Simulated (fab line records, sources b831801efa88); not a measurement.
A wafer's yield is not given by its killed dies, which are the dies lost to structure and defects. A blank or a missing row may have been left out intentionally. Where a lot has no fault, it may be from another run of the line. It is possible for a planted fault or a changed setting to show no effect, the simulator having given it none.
Which of the tools did it? + flow gf180mcu + 33 wafers from 11 lots sampled at 4 of the route's 602 steps

WHAT EACH GAUGE READ, for each wafer
GF_VT_IMPLANT_TW_MEAS_32.
| lot  | measured     | on           | VT_IMPLANT_3_TW   |
|------|--------------|--------------|-------------------|
| L930 | day 7 03:16  | filmMetro-04 | 261.3 260.8 260.6 |
| L932 | day 7 16:37  | filmMetro-03 | 263.5 265.3 264.9 |
| L936 | day 8 17:49  | filmMetro-03 | 30.3 30.1 30.3    |
| L944 | day 11 01:44 | filmMetro-04 | 260.6 262.7 262.3 |
| L945 | day 11 07:23 | filmMetro-04 | 262.1 261.4 261.2 |
| L946 | day 11 12:10 | filmMetro-02 | 265.9 267.0 265.2 |
| L948 | day 12 02:07 | filmMetro-04 | 264.1 261.3 264.7 |
| L949 | day 12 08:10 | filmMetro-02 | 265.4 264.7 263.3 |
| L950 | day 12 16:28 | filmMetro-02 | 263.8 265.1 265.0 |
| L951 | day 12 23:43 | filmMetro-03 | 269.8 266.6 268.3 |
| L952 | day 13 03:28 | filmMetro-02 | 265.0 262.9 263.6 |

EACH LOT AND THE TOOL THAT RAN IT (in order: tool; ch and the chambers of the sampled wafers; start)
| lot  | GF_VT_IMPLANT_STRIP_09              | GF_VT_IMPLANT_STRIP_20              | GF_VT_IMPLANT_STRIP_31              |
|------|-------------------------------------|-------------------------------------|-------------------------------------|
| L930 | plasmaAsher-03 ch 0,1, day 5 21:10  | plasmaAsher-01 ch 0,1, day 6 12:04  | plasmaAsher-03 ch 0,1, day 7 03:10  |
| L932 | plasmaAsher-03 ch 0,1, day 6 09:10  | plasmaAsher-01 ch 0,1, day 7 00:49  | plasmaAsher-04 ch 0,1, day 7 16:31  |
| L936 | plasmaAsher-04 ch 0,1, day 7 09:13  | plasmaAsher-03 ch 1, day 8 00:58    | plasmaAsher-04 ch 0,1, day 8 17:43  |
| L944 | plasmaAsher-04 ch 0,1, day 9 12:57  | plasmaAsher-03 ch 0,1, day 10 06:41 | plasmaAsher-03 ch 0,1, day 11 01:39 |
| L945 | plasmaAsher-03 ch 0,1, day 9 19:14  | plasmaAsher-03 ch 0,1, day 10 12:39 | plasmaAsher-04 ch 0,1, day 11 07:17 |
| L946 | plasmaAsher-04 ch 0,1, day 9 23:28  | plasmaAsher-01 ch 1, day 10 17:19   | plasmaAsher-04 ch 0,1, day 11 12:04 |
| L948 | plasmaAsher-04 ch 0,1, day 10 12:34 | plasmaAsher-01 ch 0,1, day 11 07:01 | plasmaAsher-04 ch 0,1, day 12 02:01 |
| L949 | plasmaAsher-04 ch 0,1, day 10 17:46 | plasmaAsher-01 ch 0,1, day 11 12:22 | plasmaAsher-01 ch 0,1, day 12 08:04 |
| L950 | plasmaAsher-04 ch 0,1, day 11 01:10 | plasmaAsher-03 ch 0,1, day 11 20:55 | plasmaAsher-04 ch 0,1, day 12 16:22 |
| L951 | plasmaAsher-04 ch 0,1, day 11 05:46 | plasmaAsher-03 ch 0,1, day 12 00:25 | plasmaAsher-03 ch 0,1, day 12 23:37 |
| L952 | plasmaAsher-04 ch 0,1, day 11 13:19 | plasmaAsher-04 ch 0,1, day 12 08:43 | plasmaAsher-04 ch 0,1, day 13 03:22 |
- GF_VT_IMPLANT_STRIP_09: strips in O2/N2.
- GF_VT_IMPLANT_STRIP_20: strips in O2/N2.
- GF_VT_IMPLANT_STRIP_31: strips in O2/N2.

THE ANSWER, worked out from the rows above alone
Rule: what is usual is taken from the lots themselves. The widest of any qualifying gaps counts: lots, ordered by their means at a reading, are off when they make up no more than a third of the lots, leave a main group of 4 or more, and stand apart from it by 3 or more times the standard deviation of that group's means. Not used: any main group whose means are identical at the precision the tables above print for the reading. A lot without any number at a reading at which 4 lots or more have one is off too. The other lots that the step has rows for count as sound.
Off: L936, at GF_VT_IMPLANT_TW_MEAS_32 (VT_IMPLANT_3_TW). For the main group the mean is 263.9 and the standard deviation 2.1.
A tool fits if, at a process step before that reading, it ran every lot that is off, and no sound lot after the first of them. Gauges at GF_VT_IMPLANT_TW_MEAS_32: tried the same way as those tools. None of those tried fits.

WHAT HAD BEEN PUT IN BY THE SIMULATOR
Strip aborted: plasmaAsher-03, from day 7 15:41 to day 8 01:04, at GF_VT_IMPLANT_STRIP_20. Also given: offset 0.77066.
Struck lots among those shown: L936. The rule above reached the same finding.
